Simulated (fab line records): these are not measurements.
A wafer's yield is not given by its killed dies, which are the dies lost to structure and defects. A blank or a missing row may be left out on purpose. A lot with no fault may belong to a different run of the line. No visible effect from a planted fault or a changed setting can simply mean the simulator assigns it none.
Chamber matching    flow sky130    SKY_CONTACT_CVD_00 on pecvd-04 has 3 sister chambers
The step deposits Si3N4, target thk 75 nm. 3 wafers are shown with their chamber, then 12 later ones without.

## WAFERS WITH THEIR CHAMBER
wafer   chamber  heaterPowerW (W)
L085.6  2        515
L086.5  1        567
L086.6  0        752

## WAFERS WHOSE CHAMBER IS MISSING
wafer   heaterPowerW (W)
L083.1  667
L083.2  578
L083.3  594
L083.4  675
L083.5  601
L083.6  585
L091.2  574
L091.5  593
L091.6  555
L097.2  713
L097.5  707
L097.6  619

## WHICH CHAMBER EACH WENT THROUGH
wafer   from the rows above           in truth
L083.1  can't be placed: 0 or 1 or 2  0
L083.2  can't be placed: 1 or 2       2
L083.3  can't be placed: 1 or 2       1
L083.4  can't be placed: 0 or 1 or 2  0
L083.5  can't be placed: 1 or 2       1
L083.6  can't be placed: 1 or 2       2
L091.2  can't be placed: 1 or 2       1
L091.5  can't be placed: 1 or 2       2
L091.6  can't be placed: 1 or 2       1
L097.2  0                             0
L097.5  0                             0
L097.6  can't be placed: 1 or 2 or 0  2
Placed correctly: 2 of 12. Not placeable from these rows: 10 (in 10, the candidates include the true chamber). Wrongly placed: 0.
How it was worked out, from the rows above alone: a wafer's distance from a chamber is the root of the sum, over the readings, of the square of ((its reading less the chamber's mean) divided by the reading's scatter). The wafer belongs to the nearest chamber; if the next one is less than 2 further off, it can't be placed. The mean given for a chamber averages the wafers shown for that chamber. The scatter (one wafer shown for each chamber): square how far every hidden wafer sits from the nearest shown wafer, average those squares and take the square root.
